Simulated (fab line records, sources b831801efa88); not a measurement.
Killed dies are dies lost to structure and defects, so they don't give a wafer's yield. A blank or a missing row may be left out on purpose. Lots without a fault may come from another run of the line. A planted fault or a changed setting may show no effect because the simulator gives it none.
fab line records | flow gf180mcu
record lots=11 wafers=33 last_day=34
route steps=602 shown M4@456 V4@477 V5@563
lots that met no fault: from a run of the same line without faults
start_h: hours from the record's first day to the start of the lot's first wafer shown | wait_h: hours since the lot's step before | " the same as in the row above | L1.1+2: a row that stands for several wafers | - no value, or no start given | * or withheld: withheld | < > ~ a bound
route shown NAME@n: a module of which the file shows steps, and the number in the route of the first | usual: mean/standard deviation of fault-free wafers | same: alike in all rows | chamber/n: place in a boat | sites: the reading at each site | _std_site: their standard deviation | _edge_site: outer sites' mean less inner sites' | radius_mm: how far each site lies from the wafer's centre | mask NAME#n: copy n | behind: the tool/chamber that last shaped the wafer | hold: why the lot was held/for how many hours/how that ended | device: the transistor (n, p or np) that didn't switch | end of line: the same wafers' tests at the end of the route | a step without rows: its recipe alone | killed: dies lost to structure and defects at the first sort, not the wafer's yield | map: a wafer's dies, x killed, . not, _ none there
set.NAME: the setting as run; set.NAME@STEP: as run at that earlier step | model.NAME: the simulator's own value behind a step, which no gauge read
steps of the route over a sample of lots; a table a step, a row a wafer
services: from which hour (start_h, from the record's first day; less than 0 if before it) a tool's chamber was out of use, for how many hours, and why
## steps
# step GF_M4_SPUTTER_00
# recipe material=Ti target_thk_nm=37.5 arriving_ion_energy_ev=80 substrate_temp_c=200 chamber_pressure_pa=2 power_w=4000 time_s=150
# usual substrate_temp_c=200.01/0.16 throttle_valve_pct=29.9/1.1
# columns lot.wafer tool chamber start_h wait_h substrate_temp_c throttle_valve_pct
L332.2 pvd_sputter-01 - 513.15 0.1 199.92 30.2
L332.5 " - " " 200.15 30.5
L332.6 " - " " 199.75 28.8
L333.1 pvd_sputter-01 - 518.11 0.2 199.75 30.4
L333.2 " - " " 199.87 30.2
L333.4 " - " " 199.94 28.9
L337.2 pvd_sputter-01 - 554.40 0.1 200.20 28.7
L337.5 " - " " 200.00 29.0
L337.6 " - " " 199.95 30.3
L340.2 pvd_sputter-02 - 583.95 0.1 200.01 29.8
L340.5 " - " " 199.85 32.1
L340.6 " - " " 199.96 30.0
L341.2 pvd_sputter-03 - 591.72 0.1 200.12 31.8
L341.5 " - " " 200.09 28.2
L341.6 " - " " 200.18 31.6
L343.1 pvd_sputter-02 - 611.45 0.2 200.27 28.9
L343.2 " - " " 200.01 29.8
L343.5 " - " " 200.01 30.2
L346.1 pvd_sputter-01 - 631.26 0.2 199.87 29.0
L346.4 " - " " 200.10 30.4
L346.6 " - " " 199.81 28.7
L352.1 pvd_sputter-02 - 668.93 0.2 200.24 32.0
L352.2 " - " " 199.87 30.1
L352.3 " - " " 199.75 30.6
L353.1 pvd_sputter-02 - 675.12 0.1 199.95 29.0
L353.2 " - " " 199.94 30.6
L353.5 " - " " 200.08 30.5
L354.3 pvd_sputter-02 - 681.68 0.2 199.91 30.1
L354.5 " - " " 199.77 31.8
L354.6 " - " " 200.12 29.0
L355.2 pvd_sputter-02 - 686.58 0.1 199.84 28.8
L355.3 " - " " 200.02 32.1
L355.5 " - " " 199.93 29.0
# step GF_M4_SPUTTER_02
# recipe material=AlCu target_thk_nm=450 power_w=10600 time_s=23.9 chamber_pressure_pa=0.4
# usual throttle_valve_pct=29.8/1.1
# columns lot.wafer tool chamber start_h wait_h throttle_valve_pct
L332.2 pvd_sputter-01 - 513.28 0.0 30.3
L332.5 " - " " 30.5
L332.6 " - " " 28.9
L333.1 pvd_sputter-01 - 518.24 0.0 30.3
L333.2 " - " " 30.3
L333.4 " - " " 28.8
L337.2 pvd_sputter-01 - 554.53 0.0 28.9
L337.5 " - " " 28.6
L337.6 " - " " 30.3
L340.2 pvd_sputter-02 - 584.09 0.0 29.8
L340.5 " - " " 32.0
L340.6 " - " " 30.0
L341.2 pvd_sputter-03 - 591.85 0.0 31.7
L341.5 " - " " 28.2
L341.6 " - " " 31.5
L343.1 pvd_sputter-02 - 611.58 0.0 29.0
L343.2 " - " " 29.6
L343.5 " - " " 30.3
L346.1 pvd_sputter-01 - 631.39 0.0 28.7
L346.4 " - " " 30.2
L346.6 " - " " 29.0
L352.1 pvd_sputter-02 - 669.06 0.0 32.0
L352.2 " - " " 29.8
L352.3 " - " " 30.3
L353.1 pvd_sputter-02 - 675.25 0.0 28.8
L353.2 " - " " 30.0
L353.5 " - " " 30.5
L354.3 pvd_sputter-02 - 681.81 0.0 30.2
L354.5 " - " " 32.1
L354.6 " - " " 29.0
L355.2 pvd_sputter-02 - 686.71 0.0 28.8
L355.3 " - " " 31.8
L355.5 " - " " 29.0
# step GF_V4_THK_MEAS_01
# recipe reads=SiO2_of_V4_CVD_00
# usual V4_CVD_00_THK=602/5.6
# columns lot.wafer tool chamber start_h wait_h V4_CVD_00_THK[nm]
L332.2 film_metro-02 - 536.83 0.0 616
L332.5 " - " " 610
L332.6 " - " " 617
L333.1 film_metro-02 - 541.96 0.0 602
L333.2 " - " " 595
L333.4 " - " " 605
L337.2 film_metro-02 - 577.54 0.0 609
L337.5 " - " " 599
L337.6 " - " " 605
L340.2 film_metro-04 - 606.84 0.0 596
L340.5 " - " " 601
L340.6 " - " " 601
L341.2 film_metro-01 - 614.04 0.0 607
L341.5 " - " " 604
L341.6 " - " " 595
L343.1 film_metro-04 - 633.57 0.0 602
L343.2 " - " " 605
L343.5 " - " " 610
L346.1 film_metro-01 - 652.89 0.0 597
L346.4 " - " " 604
L346.6 " - " " 607
L352.1 film_metro-04 - 688.64 0.0 600
L352.2 " - " " 589
L352.3 " - " " 596
L353.1 film_metro-04 - 695.10 0.0 601
L353.2 " - " " 604
L353.5 " - " " 608
L354.3 film_metro-02 - 701.72 0.1 592
L354.5 " - " " 601
L354.6 " - " " 598
L355.2 film_metro-02 - 706.29 0.0 605
L355.3 " - " " 599
L355.5 " - " " 591
# step GF_V5_CVD_23
# recipe material=W target_thk_nm=350 time_s=104.9 temp_c=400 pressure_torr=40
# usual heater_power_w=854/160
# columns lot.wafer tool chamber start_h wait_h heater_power_w
L332.2 cvd_w-02 0 628.79 0.0 719
L332.5 " 0 " " 704
L332.6 " 1 " " 663
L333.1 cvd_w-02 1 634.27 0.0 672
L333.2 " 0 " " 715
L333.4 " 0 " " 704
L337.2 cvd_w-02 0 665.54 0.0 697
L337.5 " 1 " " 676
L337.6 " 0 " " 705
L340.2 cvd_w-01 1 693.10 0.0 1068
L340.5 " 0 " " 890
L340.6 " 1 " " 1048
L341.2 cvd_w-01 1 697.62 0.0 1046
L341.5 " 0 " " 867
L341.6 " 1 " " 1051
L343.1 cvd_w-01 0 715.16 0.0 874
L343.2 " 1 " " 1064
L343.5 " 1 " " 1051
L346.1 cvd_w-02 1 745.54 0.0 689
L346.4 " 0 " " 708
L346.6 " 1 " " 660
L352.1 cvd_w-02 0 762.11 0.0 719
L352.2 " 1 " " 677
L352.3 " 1 " " 683
L353.1 cvd_w-01 0 768.42 0.0 875
L353.2 " 1 " " 1088
L353.5 " 0 " " 851
L354.3 cvd_w-02 0 775.35 0.1 711
L354.5 " 1 " " 669
L354.6 " 0 " " 714
L355.2 cvd_w-01 0 778.69 0.0 863
L355.3 " 1 " " 1073
L355.5 " 1 " " 1069
# step GF_V5_RS_MEAS_24
# recipe thk_meas_gauge=four-point-probe reads=W_of_V5_CVD_23+TiN_of_V5_SPUTTER_22+Ti_of_V5_SPUTTER_21
# usual V5_W_RS=0.3281/0.0028
# columns lot.wafer tool chamber start_h wait_h V5_W_RS[ohm/sq]
L332.2 film_metro-04 - 628.92 0.1 0.3274
L332.5 " - " " 0.3259
L332.6 " - " " 0.3238
L333.1 film_metro-03 - 634.38 0.1 0.3254
L333.2 " - " " 0.3250
L333.4 " - " " 0.3274
L337.2 film_metro-03 - 665.67 0.1 0.3283
L337.5 " - " " 0.3256
L337.6 " - " " 0.3277
L340.2 film_metro-03 - 693.23 0.1 0.3331
L340.5 " - " " 0.3320
L340.6 " - " " 0.3318
L341.2 film_metro-03 - 697.75 0.1 0.3305
L341.5 " - " " 0.3353
L341.6 " - " " 0.3302
L343.1 film_metro-04 - 715.28 0.1 0.3314
L343.2 " - " " 0.4496
L343.5 " - " " 0.4467
L346.1 film_metro-03 - 745.65 0.1 0.3263
L346.4 " - " " 0.3262
L346.6 " - " " 0.3241
L352.1 film_metro-01 - 762.22 0.1 0.3299
L352.2 " - " " 0.3280
L352.3 " - " " 0.3293
L353.1 film_metro-04 - 768.53 0.1 0.3293
L353.2 " - " " 0.3264
L353.5 " - " " 0.3254
L354.3 film_metro-03 - 775.47 0.1 0.3321
L354.5 " - " " 0.3292
L354.6 " - " " 0.3261
L355.2 film_metro-04 - 778.82 0.1 0.3318
L355.3 " - " " 0.3320
L355.5 " - " " 0.3309
# step GF_V5_THK_MEAS_25
# recipe thk_meas_gauge=xrf reads=W_of_V5_CVD_23
# usual V5_W_THK=357/4
# columns lot.wafer tool chamber start_h wait_h V5_W_THK[nm]
L332.2 film_metro-04 - 629.03 0.1 357
L332.5 " - " " 357
L332.6 " - " " 360
L333.1 film_metro-03 - 634.50 0.1 361
L333.2 " - " " 361
L333.4 " - " " 360
L337.2 film_metro-03 - 665.78 0.1 355
L337.5 " - " " 358
L337.6 " - " " 357
L340.2 film_metro-03 - 693.34 0.1 351
L340.5 " - " " 353
L340.6 " - " " 351
L341.2 film_metro-03 - 697.86 0.1 353
L341.5 " - " " 347
L341.6 " - " " 352
L343.1 film_metro-04 - 715.40 0.1 354
L343.2 " - " " 261
L343.5 " - " " 263
L346.1 film_metro-03 - 745.77 0.1 361
L346.4 " - " " 360
L346.6 " - " " 363
L352.1 film_metro-01 - 762.34 0.1 351
L352.2 " - " " 351
L352.3 " - " " 351
L353.1 film_metro-04 - 768.65 0.1 354
L353.2 " - " " 355
L353.5 " - " " 357
L354.3 film_metro-03 - 775.57 0.1 359
L354.5 " - " " 361
L354.6 " - " " 362
L355.2 film_metro-04 - 778.93 0.1 350
L355.3 " - " " 351
L355.5 " - " " 353
# step GF_V5_CMP_26
# recipe stop_on=SiO2 down_force_psi=3.5 platen_rpm=60 t_overpolish_s=15 target_thk_nm=0 pad_velocity_m_s=0.94248
# usual head_pressure_psi=3.500/0.0066 motor_current_A=11.3/1.5 slurry_flow_ml_min=150.0/0.44 time_to_endpoint_s=85.4/2.6
# columns lot.wafer tool chamber start_h wait_h head_pressure_psi motor_current_A slurry_flow_ml_min time_to_endpoint_s
L332.2 cmp-02 1 629.18 0.1 3.501 9.5 150.1 85.7
L332.5 " 3 " " 3.499 14.0 150.6 81.9
L332.6 " 0 " " 3.491 10.6 149.8 83.9
L333.1 cmp-01 2 634.56 0.1 3.503 11.4 150.4 87.5
L333.2 " 3 " " 3.500 10.2 149.2 87.7
L333.4 " 1 " " 3.504 12.6 150.2 85.5
L337.2 cmp-02 3 665.93 0.1 3.493 14.4 149.5 80.3
L337.5 " 1 " " 3.507 10.1 149.4 83.5
L337.6 " 2 " " 3.499 10.4 149.8 81.2
L340.2 cmp-01 2 693.54 0.2 3.496 11.2 149.7 85.1
L340.6 " 3 " " 3.505 10.0 149.7 87.7
L340.5 " 0 " " 3.493 10.9 150.8 83.4
L341.2 cmp-01 2 697.91 0.0 3.490 11.1 149.6 85.0
L341.5 " 2 " " 3.502 10.8 150.0 86.2
L341.6 " 3 " " 3.494 10.5 149.8 87.7
L343.1 cmp-02 0 715.46 0.1 3.498 10.5 149.9 86.3
L343.2 " 3 " " 3.495 14.6 150.4 65.4
L343.5 " 0 " " 3.500 10.1 150.7 66.9
L346.1 cmp-02 2 745.83 0.1 3.493 10.7 150.4 86.6
L346.4 " 3 " " 3.494 13.8 149.9 85.5
L346.6 " 3 " " 3.501 14.7 149.7 83.1
L352.2 cmp-02 2 762.40 0.0 3.506 11.1 149.6 85.4
L352.3 " 3 " " 3.493 15.2 150.3 85.8
L352.1 " 1 " " 3.513 9.4 150.3 91.0
L353.2 cmp-02 2 768.81 0.1 3.502 11.0 150.2 87.4
L353.1 " 3 " " 3.500 14.6 150.6 83.1
L353.5 " 0 " " 3.493 10.8 150.4 81.3
L354.3 cmp-01 1 775.76 0.2 3.506 12.4 150.5 82.6
L354.5 " 2 " " 3.494 11.1 149.7 84.7
L354.6 " 3 " " 3.514 10.2 150.1 86.6
L355.3 cmp-01 2 778.98 0.0 3.499 11.4 149.7 79.0
L355.2 " 3 " " 3.498 10.9 150.7 84.2
L355.5 " 3 " " 3.500 10.3 150.6 81.6
## services
# columns tool chamber start_h hours kind
cvd_w-01 - 495.38 0.6 repair
cvd_w-01 - 518.22 0.5 repair
cmp-01 - 519.05 2.3 repair
pvd_sputter-02 - 533.09 8.8 repair
pvd_sputter-01 - 569.99 1.6 repair
cmp-02 - 572.00 4.0 pm
pvd_sputter-02 - 595.02 3.5 repair
cvd_w-01 0 596.15 1.5 repair
pvd_sputter-02 - 597.28 2.7 repair
pvd_sputter-03 - 619.28 4.8 repair
cmp-02 - 620.79 1.8 repair
cmp-01 - 658.66 0.8 repair
cvd_w-01 - 678.30 4.3 pm
cmp-02 - 689.63 0.7 repair
cmp-01 - 694.88 0.9 repair
cmp-02 - 696.72 5.9 pm
cmp-01 - 702.74 4.8 pm
cmp-02 - 706.95 0.4 repair
cmp-02 - 723.31 0.7 repair
cmp-01 - 724.77 0.8 repair
cmp-01 - 744.22 4.0 pm
pvd_sputter-02 - 755.46 3.7 repair
cvd_w-01 0 759.72 2.4 repair
pvd_sputter-01 - 766.90 8.0 repair
## key
first_sign step=GF_V5_RS_MEAS_24 reading=V5_W_RS direction=up sigmas=42 usual=0.3281 struck=0.4481
effect step=GF_V5_THK_MEAS_25 reading=V5_W_THK direction=down sigmas=24 usual=357 struck=262
effect step=GF_V5_CMP_26 reading=time_to_endpoint_s direction=down sigmas=7.4 usual=* struck=*
met_at GF_V5_CVD_23
struck_lots L343
struck_wafers L343.2,L343.5
not_acting_at GF_M4_SPUTTER_00,GF_M4_SPUTTER_02,GF_V4_THK_MEAS_01
onset_between 697.62 715.16
fault kind=process_parameter_drift tool=cvd_w-01 chamber=- onset_h=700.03 steps=GF_V5_CVD_23 channel=target_thk_nm offset=-88.082 shape=step end_h=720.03 scope=struck_wafers_only acts_in=these_recipes_only stated=350
